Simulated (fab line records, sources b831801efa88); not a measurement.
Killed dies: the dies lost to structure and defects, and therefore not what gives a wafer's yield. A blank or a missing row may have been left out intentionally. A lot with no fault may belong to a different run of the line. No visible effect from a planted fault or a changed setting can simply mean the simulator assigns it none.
fab line records | flow sky130
record lots=6 wafers=18 lastDay=51
route steps=708 shown NWELL@59 PAD_OPEN@708
lots with no fault: from the same line, run without faults
startH: the number of hours between the record's first day and the start of the first shown wafer of the lot | waitH: hours from the lot's prior step to this one | " same as the row above | L1.1+2: one row covering several wafers at once | - either no value or no given start | * or withheld: withheld | < > ~ a bound
route shown NAME@n: names a module that has steps shown in the file, with the first one's number in the route | usual: average and standard deviation across the fault-free wafers | same: alike in all rows | chamber/n: place in a boat | sites: the reading at each site | _std_site: how widely they spread, as a standard deviation | _edge_site: the outer-site mean with the inner-site mean subtracted | radiusMm: for every site, how far away it sits from the centre of the wafer | mask NAME#n: copy n | behind: the most recent tool/chamber to have shaped the wafer | hold: the reason the lot was held/the length of the hold in hours/how it ended | device: names the non-switching transistor (n, p or np) | end of line: tests run on the same wafers once the route is complete | a step given without rows: its recipe and nothing more | killed: the dies lost at the first sort to structure and to defects; this is not the yield of the wafer | map: a wafer's dies, marking killed ones x, the rest . and places with no die _
set.NAME: the setting that was run; set.NAME@STEP: the one run at that earlier step | model.NAME: the simulator's own value behind a step, which no gauge read
lots seen at some steps along the route; tables by step, rows by wafer
services: from which hour (startH, from the record's first day; less than 0 if before it) a tool's chamber was out of use, for how many hours, and why
## steps
# step SKY_NWELL_SOFTBAKE_06
# recipe tempC=110 timeS=withheld
# step SKY_NWELL_EXPOSE_07
# recipe maskId=NWM na=0.6 sourceShape=conventional sigmaOuter=0.6 polarization=unpolarized targetCdNm=840 doseMj=255
# step SKY_NWELL_PEB_08
# recipe tempC=115 timeS=withheld
# step SKY_NWELL_DEVELOP_09
# recipe wallAngleDeg=90 developer=TMAH developTimeS=60 devTempC=23
# step SKY_NWELL_OVL_MEAS_10
# usual NWELL_00_OVL=-0.2/1.5
# columns lot.wafer tool chamber startH waitH NWELL_00_OVL[nm]
L624.1 overlay-02 - 173.09 - -0.8
L624.2 " - " " 0.4
L624.5 " - " " 0.0
L625.2 overlay-02 - 176.44 - -1.4
L625.3 " - " " -0.7
L625.6 " - " " -0.1
L629.3 overlay-01 - 195.70 - 0.7
L629.4 " - " " -0.2
L629.5 " - " " -0.4
L630.1 overlay-02 - 201.99 - 0.6
L630.4 " - " " -3.0
L630.6 " - " " -2.3
L632.1 overlay-02 - 215.09 - -0.3
L632.3 " - " " 0.5
L632.6 " - " " -0.6
L633.3 overlay-02 - 219.60 - 3.2
L633.4 " - " " 3.0
L633.5 " - " " 2.7
# step SKY_NWELL_IMPLANT_11
# recipe species=P energyKev=400 doseCm2=1.9e+13 tiltDeg=withheld
# step SKY_NWELL_IMPLANT_12
# recipe species=P energyKev=120 doseCm2=1.3e+12 tiltDeg=withheld
# step SKY_NWELL_IMPLANT_13
# recipe species=P energyKev=50 doseCm2=7e+11 tiltDeg=withheld
# step SKY_NWELL_STRIP_14
# recipe chemistry=O2/N2 powerW=1400 pressureMtorr=1500 platenTempC=withheld o2FlowSccm=3000 n2FlowSccm=300 overashFraction=0.5
# usual drypumpMotorCurrentA=5.5/0.41 oesProductAu=0.722/0.0048 stripTimeToEndpointS=36.94/0.1
# same overashFraction=0.5
# columns lot.wafer tool chamber startH waitH drypumpMotorCurrentA oesProductAu rfHoursCounterH stripTimeToEndpointS
L624.1 plasmaAsher-04 0 173.57 0.1 5.8 0.714 48 36.91
L624.2 " 1 " " 5.7 0.725 48 37.10
L624.5 " 0 " " 5.8 0.712 - 37.03
L625.2 plasmaAsher-02 1 176.92 0.1 5.3 0.722 47 36.74
L625.3 " 1 " " 5.3 0.724 - 36.77
L625.6 " 1 " " 5.3 0.725 - 36.81
L629.3 plasmaAsher-02 0 196.21 0.1 5.6 0.718 - 36.96
L629.4 " 1 " " 5.3 0.721 - 37.05
L629.5 " 1 " " 5.3 0.724 - 36.93
L630.1 plasmaAsher-02 0 202.47 0.1 5.6 0.712 49 36.92
L630.4 " 0 " " 5.6 0.720 - 37.01
L630.6 " 0 " " 5.6 0.717 - 37.06
L632.1 plasmaAsher-04 1 215.57 0.1 5.6 0.725 52 37.11
L632.3 " 0 " " 5.7 0.725 - 36.84
L632.6 " 1 " " 5.6 0.722 - 37.03
L633.3 plasmaAsher-01 1 220.11 0.1 5.9 0.726 - 36.97
L633.4 " 0 " " 4.7 0.720 - 37.07
L633.5 " 1 " " 5.9 0.725 - 37.01
# step SKY_NWELL_TW_MEAS_15
# usual NWELL_TW=1822/18
# columns lot.wafer tool chamber startH waitH NWELL_TW
L624.1 filmMetro-01 - 173.67 0.1 1835
L624.2 " - " " 1830
L624.5 " - " " 1842
L625.2 filmMetro-01 - 177.03 0.1 1819
L625.3 " - " " 1834
L625.6 " - " " 1823
L629.3 filmMetro-04 - 196.29 0.1 1833
L629.4 " - " " 1844
L629.5 " - " " 1838
L630.1 filmMetro-04 - 202.57 0.1 1826
L630.4 " - " " 1828
L630.6 " - " " 1827
L632.1 filmMetro-01 - 215.67 0.1 1845
L632.3 " - " " 1836
L632.6 " - " " 1831
L633.3 filmMetro-03 - 220.19 0.1 1798
L633.4 " - " " 1794
L633.5 " - " " 1799
# step SKY_NWELL_DEHYDRATE_16
# recipe tempC=200 timeS=60
# step SKY_NWELL_HMDS_17
# recipe primeTimeS=60 primeTempC=120
# step SKY_NWELL_COAT_18
# recipe spinRpm=2000 resistThkNm=3000
# usual chillPlateTempC=23.00/0.1 dispensePressureKPa=50/4.6
# columns lot.wafer tool chamber startH waitH chillPlateTempC dispensePressureKPa
L624.1 lithoTrack-03 0 183.74 0.1 23.05 46
L624.2 " 0 " " 22.90 46
L624.5 " 0 " " 23.03 46
L625.2 lithoTrack-04 0 187.86 0.1 22.93 55
L625.3 " 0 " " 23.00 55
L625.6 " 0 " " 23.17 55
L629.3 lithoTrack-04 - 206.78 0.1 - -
L629.4 " - " " - -
L629.5 " - " " - -
L630.1 lithoTrack-02 - 213.09 0.1 - -
L630.4 " - " " - -
L630.6 " - " " - -
L632.1 lithoTrack-04 0 226.63 0.1 23.09 55
L632.3 " 0 " " 22.95 55
L632.6 " 0 " " 22.80 55
L633.3 lithoTrack-03 0 232.09 0.1 23.00 46
L633.4 " 0 " " 23.17 46
L633.5 " 0 " " 22.86 46
# step SKY_NWELL_SOFTBAKE_19
# recipe tempC=110 timeS=withheld
# step SKY_NWELL_EXPOSE_20
# recipe maskId=NWM_COMPLEMENT na=0.6 sourceShape=conventional sigmaOuter=0.6 polarization=unpolarized targetCdNm=840 doseMj=260
# step SKY_NWELL_PEB_21
# recipe tempC=115 timeS=withheld
# step SKY_NWELL_DEVELOP_22
# recipe wallAngleDeg=90 developer=TMAH developTimeS=60 devTempC=23
# step SKY_NWELL_OVL_MEAS_23
# usual NWELL_01_OVL=0.5/1.4
# columns lot.wafer tool chamber startH waitH NWELL_01_OVL[nm]
L624.1 overlay-01 - 194.69 - 1.2
L624.2 " - " " -0.5
L624.5 " - " " 1.1
L625.2 overlay-02 - 197.84 - -0.7
L625.3 " - " " 0.9
L625.6 " - " " 0.9
L629.3 overlay-02 - 217.50 - -
L629.4 " - " " -
L629.5 " - " " -
L630.1 overlay-01 - 224.63 - -
L630.4 " - " " -
L630.6 " - " " -
L632.1 overlay-02 - 238.74 - 1.6
L632.3 " - " " -1.3
L632.6 " - " " 1.3
L633.3 overlay-02 - 243.40 - 0.0
L633.4 " - " " 0.0
L633.5 " - " " 1.2
# step SKY_NWELL_IMPLANT_24
# recipe species=B energyKev=140 doseCm2=9.2e+12 tiltDeg=withheld
# step SKY_PAD_OPEN_PROBE_99
# usual killed_at_M0_to_M3=42/7.3 killed_at_M4_up=3.4/2 killedAtContacts=24/5.6 killedAtFrontEnd=16/4.5 killedAtOther=0.2/0.51 killedDies=86/9.8 killedOnRim=17/3.8 killedOpen=46/7 killedShort=40/6.7
# same grossDies=492 killedAtBackSide=0
# columns lot.wafer tool chamber startH waitH killed_at_M0_to_M3 killed_at_M4_up killedAtContacts killedAtFrontEnd killedAtOther killedDies killedOnRim killedOpen killedShort
L625.2 prober-01 - 1210.91 0.1 42 4 21 16 0 83 16 48 34
L625.3 prober-01 - 1210.96 0.2 39 2 23 15 0 79 21 45 34
L625.6 prober-01 - 1211.11 0.2 36 3 15 19 0 73 11 41 32
L624.1 prober-01 - 1211.51 0.1 44 2 28 21 1 96 19 58 38
L624.2 prober-01 - 1211.56 0.1 33 1 25 13 0 72 14 45 27
L624.5 prober-01 - 1211.71 0.2 41 6 23 16 0 86 13 55 31
L629.3 prober-02 - 1212.46 0.2 51 2 20 419 0 492 96 46 44
L629.4 prober-02 - 1212.51 0.2 25 2 21 444 0 492 96 34 28
L629.5 prober-02 - 1212.56 0.2 51 0 22 418 1 492 96 51 33
L630.1 prober-01 - 1215.40 0.1 42 6 27 417 0 492 96 53 42
L630.4 prober-01 - 1215.55 0.2 39 3 28 422 0 492 96 47 38
L630.6 prober-01 - 1215.65 0.2 41 3 31 417 0 492 96 43 46
L632.1 prober-01 - 1217.24 0.1 43 1 18 12 0 74 11 41 33
L632.3 prober-01 - 1217.34 0.2 46 3 22 7 0 78 15 39 39
L632.6 prober-01 - 1217.49 0.2 46 4 24 12 0 86 18 46 39
L633.3 prober-02 - 1218.38 0.2 42 0 28 22 0 92 16 55 37
L633.4 prober-02 - 1218.43 0.2 43 8 21 14 0 86 20 51 35
L633.5 prober-02 - 1218.48 0.2 43 1 32 13 2 91 16 41 50
# killed by level:class
L625.2 VIA2:geometricParticle:open=14 CONTACT:geometricParticle:open=9 METAL2:geometricParticle:short=8 VIA1:geometricParticle:open=7 POLY_GATE:geometricParticle:open=6 LI_CONTACT:geometricParticle:open=4 CONTACT:geometricParticle:short=4 METAL1:geometricParticle:short=4
L625.3 VIA1:geometricParticle:open=9 FIELD_ISO:geometricParticle:short=7 LI_CONTACT:geometricParticle:open=7 CONTACT:geometricParticle:open=7 VIA3:geometricParticle:open=7 VIA2:geometricParticle:open=6 LOCAL_INTERCONNECT:geometricParticle:short=5 POLY_GATE:geometricParticle:open=4
L625.6 VIA2:geometricParticle:open=10 METAL2:geometricParticle:short=7 CONTACT:geometricParticle:open=7 FIELD_ISO:geometricParticle:open=6 POLY_GATE:geometricParticle:open=4 VIA1:geometricParticle:open=4 VIA1:geometricParticle:short=4 FIELD_ISO:geometricParticle:short=3
L624.1 CONTACT:geometricParticle:open=17 POLY_GATE:geometricParticle:open=10 METAL2:geometricParticle:short=7 VIA3:geometricParticle:open=7 VIA1:geometricParticle:open=6 VIA2:geometricParticle:open=6 LI_CONTACT:geometricParticle:open=5 VIA1:geometricParticle:short=4
L624.2 CONTACT:geometricParticle:open=10 VIA1:geometricParticle:open=9 VIA2:geometricParticle:open=8 LOCAL_INTERCONNECT:geometricParticle:short=6 VIA3:geometricParticle:open=5 FIELD_ISO:geometricParticle:open=4 LI_CONTACT:geometricParticle:open=4 VIA1:geometricParticle:short=3
L624.5 VIA1:geometricParticle:open=11 LI_CONTACT:geometricParticle:open=8 VIA3:geometricParticle:open=8 CONTACT:geometricParticle:open=7 SPACER:geometricParticle:open=6 CONTACT:geometricParticle:short=4 METAL1:geometricParticle:short=4 METAL4:geometricParticle:short=4
L629.3 NWELL:areaExpose=401 METAL2:geometricParticle:short=12 CONTACT:geometricParticle:open=8 VIA1:geometricParticle:open=8 VIA3:geometricParticle:open=6 FIELD_ISO:geometricParticle:short=5 LI_CONTACT:geometricParticle:open=5 VIA1:geometricParticle:short=5
L629.4 NWELL:areaExpose=429 FIELD_ISO:geometricParticle:short=5 LI_CONTACT:geometricParticle:open=5 CONTACT:geometricParticle:short=5 CONTACT:geometricParticle:open=5 VIA1:geometricParticle:open=5 VIA3:geometricParticle:open=5 POLY_GATE:geometricParticle:open=4
L629.5 NWELL:areaExpose=407 VIA2:geometricParticle:open=12 VIA3:geometricParticle:open=9 VIA1:geometricParticle:open=8 CONTACT:geometricParticle:short=6 METAL2:geometricParticle:short=6 LI_CONTACT:geometricParticle:open=5 VIA1:geometricParticle:short=5
L630.1 NWELL:areaExpose=397 CONTACT:geometricParticle:open=13 FIELD_ISO:geometricParticle:short=9 VIA3:geometricParticle:open=9 FIELD_ISO:geometricParticle:open=7 LI_CONTACT:geometricParticle:open=7 VIA1:geometricParticle:open=5 METAL2:geometricParticle:short=5
L630.4 NWELL:areaExpose=407 LI_CONTACT:geometricParticle:open=11 CONTACT:geometricParticle:open=8 VIA3:geometricParticle:open=7 VIA2:geometricParticle:open=6 VIA1:geometricParticle:open=6 CONTACT:geometricParticle:short=5 VIA1:geometricParticle:short=5
L630.6 NWELL:areaExpose=401 CONTACT:geometricParticle:short=9 LI_CONTACT:geometricParticle:open=9 CONTACT:geometricParticle:open=9 VIA2:geometricParticle:open=8 METAL2:geometricParticle:short=7 VIA3:geometricParticle:open=7 POLY_GATE:geometricParticle:short=6
L632.1 VIA3:geometricParticle:open=7 CONTACT:geometricParticle:open=7 METAL2:geometricParticle:short=7 VIA2:geometricParticle:open=7 VIA1:geometricParticle:open=5 METAL1:geometricParticle:short=4 METAL1:geometricParticle:open=4 VIA2:geometricParticle:short=4
L632.3 VIA2:geometricParticle:open=10 LI_CONTACT:geometricParticle:open=8 CONTACT:geometricParticle:open=8 METAL2:geometricParticle:short=8 VIA1:geometricParticle:open=6 VIA2:geometricParticle:short=5 METAL1:geometricParticle:short=4 VIA3:geometricParticle:open=4
L632.6 VIA1:geometricParticle:open=9 METAL1:geometricParticle:short=8 CONTACT:geometricParticle:open=7 VIA2:geometricParticle:open=7 LI_CONTACT:geometricParticle:open=6 VIA2:geometricParticle:short=6 VIA3:geometricParticle:open=5 LOCAL_INTERCONNECT:geometricParticle:short=4
L633.3 VIA3:geometricParticle:open=9 VIA1:geometricParticle:open=9 LI_CONTACT:geometricParticle:open=8 CONTACT:geometricParticle:open=8 VIA1:geometricParticle:short=8 POLY_GATE:geometricParticle:open=7 METAL2:geometricParticle:short=6 POLY_GATE:geometricParticle:short=5
L633.4 VIA1:geometricParticle:open=10 FIELD_ISO:geometricParticle:open=7 LI_CONTACT:geometricParticle:open=7 VIA3:geometricParticle:open=7 VIA2:geometricParticle:open=6 LOCAL_INTERCONNECT:geometricParticle:short=5 METAL4:geometricParticle:short=5 METAL1:geometricParticle:short=4
L633.5 LI_CONTACT:geometricParticle:open=8 VIA1:geometricParticle:short=7 LOCAL_INTERCONNECT:geometricParticle:short=7 CONTACT:geometricParticle:open=7 CONTACT:geometricParticle:short=7 VIA1:geometricParticle:open=7 METAL1:geometricParticle:short=5 POLY_GATE:geometricParticle:open=4
# map L629.3 (x killed, . not)
__________xxxxxxxxxx_________
________xxxxxxxxxxxxxx_______
______xxxxxxxxxxxxxxxxxx_____
_____xxxxxxxxxxxxxxxxxxxx____
____xxxxxxxxxxxxxxxxxxxxxx___
___xxxxxxxxxxxxxxxxxxxxxxxx__
__xxxxxxxxxxxxxxxxxxxxxxxxxx_
_xxxxxxxxxxxxxxxxxxxxxxxxxxxx
_xxxxxxxxxxxxxxxxxxxxxxxxxxxx
_xxxxxxxxxxxxxxxxxxxxxxxxxxxx
_xxxxxxxxxxxxxxxxxxxxxxxxxxxx
_xxxxxxxxxxxxxxxxxxxxxxxxxxxx
_xxxxxxxxxxxxxxxxxxxxxxxxxxxx
_xxxxxxxxxxxxxxxxxxxxxxxxxxxx
_xxxxxxxxxxxxxxxxxxxxxxxxxxxx
__xxxxxxxxxxxxxxxxxxxxxxxxxx_
___xxxxxxxxxxxxxxxxxxxxxxxx__
____xxxxxxxxxxxxxxxxxxxxxx___
_____xxxxxxxxxxxxxxxxxxxx____
______xxxxxxxxxxxxxxxxxx_____
________xxxxxxxxxxxxxx_______
__________xxxxxxxxxx_________
# map L630.1 (x killed, . not)
__________xxxxxxxxxx_________
________xxxxxxxxxxxxxx_______
______xxxxxxxxxxxxxxxxxx_____
_____xxxxxxxxxxxxxxxxxxxx____
____xxxxxxxxxxxxxxxxxxxxxx___
___xxxxxxxxxxxxxxxxxxxxxxxx__
__xxxxxxxxxxxxxxxxxxxxxxxxxx_
_xxxxxxxxxxxxxxxxxxxxxxxxxxxx
_xxxxxxxxxxxxxxxxxxxxxxxxxxxx
_xxxxxxxxxxxxxxxxxxxxxxxxxxxx
_xxxxxxxxxxxxxxxxxxxxxxxxxxxx
_xxxxxxxxxxxxxxxxxxxxxxxxxxxx
_xxxxxxxxxxxxxxxxxxxxxxxxxxxx
_xxxxxxxxxxxxxxxxxxxxxxxxxxxx
_xxxxxxxxxxxxxxxxxxxxxxxxxxxx
__xxxxxxxxxxxxxxxxxxxxxxxxxx_
___xxxxxxxxxxxxxxxxxxxxxxxx__
____xxxxxxxxxxxxxxxxxxxxxx___
_____xxxxxxxxxxxxxxxxxxxx____
______xxxxxxxxxxxxxxxxxx_____
________xxxxxxxxxxxxxx_______
__________xxxxxxxxxx_________
## services
# columns tool chamber startH hours kind
plasmaAsher-02 - 188.66 0.8 repair
## key
firstSign step=SKY_NWELL_COAT_18 reading=toolRecord direction=missing
effect step=SKY_NWELL_OVL_MEAS_23 reading=NWELL_01_OVL direction=missing
effect step=SKY_PAD_OPEN_PROBE_99 reading=killedAtFrontEnd direction=up sigmas=91 usual=16 struck=423
moreKillsBornAt SKY_NWELL_EXPOSE_20@ilineStepper-01=2442
metAt SKY_NWELL_COAT_18
struckWafers L629.3,L629.4,L629.5,L630.1,L630.4,L630.6
testerLeftOut L629,L630
onsetBetween 187.86 206.78
fault kind=skippedStepWhole tool=lithoTrack-02,lithoTrack-04 chamber=- onsetH=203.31 steps=SKY_NWELL_COAT_18 scope=struckLotsOnly
# testerLeftOut: of these lots the tester's yield and bins aren't shown, on N5 and GAA mostly nor the transistor test; their killed dies are dies lost to structure and defects alone, not to doping, threshold or leakage, so they don't give the yield
